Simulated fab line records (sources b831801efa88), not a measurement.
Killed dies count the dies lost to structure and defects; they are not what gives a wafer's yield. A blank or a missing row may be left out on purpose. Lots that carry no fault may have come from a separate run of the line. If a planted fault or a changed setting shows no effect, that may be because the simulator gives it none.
One fault through the eyes of 2 desks ; flow sky130 ; each desk holds nothing but its own numbers, with what lay behind them at the end

AT THE TOOL OWNER'S DESK: lpcvd-02
The tool's own readings at SKY_SONOS_ONO_CVD_02 (deposits Si3N4 from DCS/NH3, target thk 10.5 nm, time 180 s): means of the sampled wafers that have a number, for each lot that ran on this tool. A lot is out of limits, marked OUT, if its mean lies more than 4 standard deviations from the usual mean; the brackets give that distance.
Columns: A = spike tc bottom C at SKY_SONOS_ONO_CVD_02, usual 785.9 C; B = spike tc centre C at SKY_SONOS_ONO_CVD_02, usual 769.6 C; C = spike tc lower C at SKY_SONOS_ONO_CVD_02, usual 770.7 C; D = spike tc top C at SKY_SONOS_ONO_CVD_02, usual 782.9 C; E = spike tc upper C at SKY_SONOS_ONO_CVD_02, usual 769.6 C; F = susceptor temp C at SKY_SONOS_ONO_CVD_02, usual 770.0 C; G = zone power bottom pct at SKY_SONOS_ONO_CVD_02, usual 22.1 %
lot;first seen here;A;B;C;D;E;F;G
L313;day 11 17:24;784.1;768.8;770.6;781.0;768.9;770.0;20.8
L317;day 12 15:38;812.2 (+16) OUT;795.3 (+23) OUT;796.8 (+24) OUT;810.5 (+13) OUT;796.9 (+21) OUT;795.3 (+72) OUT;24.6
L325;day 15 15:26;784.5;770.0;771.2;780.0;767.6;769.9;20.7
L326;day 17 00:59;784.9;769.5;770.4;780.8;769.1;770.0;20.7
L328;day 17 00:59;787.1;770.2;770.9;784.6;770.1;770.2;23.2
L329;day 17 00:59;785.1;770.4;770.3;780.6;769.4;769.9;21.0
L330;day 17 06:23;786.9;769.6;770.7;785.2;769.9;769.9;23.3
L331;day 17 06:23;788.3;769.2;770.6;784.8;769.7;769.6;23.3
L334;day 18 11:40;787.1;769.0;770.3;784.2;770.0;770.3;23.1
L335;day 18 17:37;784.4;770.3;770.8;781.5;768.7;770.2;20.8
L336;day 19 02:02;785.9;769.9;770.5;780.2;769.4;769.4;20.8
This desk finds L317 out of limits, L317 being first, at day 12 15:38 (spike tc bottom C at SKY_SONOS_ONO_CVD_02). L313, L325, L326, L328, L329, L330, L331, L334, L335, L336 stayed within limits.

THE METROLOGY DESK
What the gauges read, lot by lot, whatever tool the lot ran on: means of the sampled wafers that have a number. A lot is out of limits, marked OUT, if its mean lies more than 4 standard deviations from the usual mean; the brackets give that distance.
Columns: A = cd nm at SKY_VT_ADJUST_NCORE_CD_MEAS_07, usual 379.2 nm; B = VT_ADJUST_HVTR_TW at SKY_VT_ADJUST_HVTR_TW_MEAS_11, usual 211.6; C = SONOS_ONO_CVD_02_THK at SKY_SONOS_ONO_THK_MEAS_03, usual 10.54 nm
lot;first seen here;A;B;C
L313;day 8 14:58;376.9;210.4;10.65
L317;day 9 13:38;378.1;213.7;16.95 (+53) OUT
L325;day 12 03:53;381.1;212.9;10.50
L326;day 12 08:17;377.6;212.0;10.37
L328;day 12 23:43;378.7;212.8;10.39
L329;day 13 04:44;377.6;210.5;10.52
L330;day 13 15:20;379.7;210.3;10.34
L331;day 13 20:23;381.5;210.8;10.71
L334;day 14 21:38;379.3;210.3;10.62
L335;day 15 02:34;377.8;213.3;10.41
L336;day 15 11:44;381.4;210.5;10.45
Finding of this desk: L317 out of limits, first seen on L317 at day 12 16:41 (SONOS_ONO_CVD_02_THK at SKY_SONOS_ONO_THK_MEAS_03). L313, L325, L326, L328, L329, L330, L331, L334, L335, L336 stayed within limits.

ALL TOGETHER
The tool owner's desk could have raised an alarm at day 12 15:38, on L317.
At day 12 16:41 the metrology desk could have sounded an alarm, on L317.
SKY_SONOS_ONO_CVD_02 was run on lpcvd-02 by each of the lots named.

WHAT THE SIMULATOR PUT IN
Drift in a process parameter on lpcvd-02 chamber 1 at SKY_SONOS_ONO_CVD_02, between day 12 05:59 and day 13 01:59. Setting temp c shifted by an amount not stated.
Struck lots among those shown: L317.
Counting hours from when the fault started, the first reading out of limits came at 10 for the tool owner's desk and at 11 for the metrology desk.
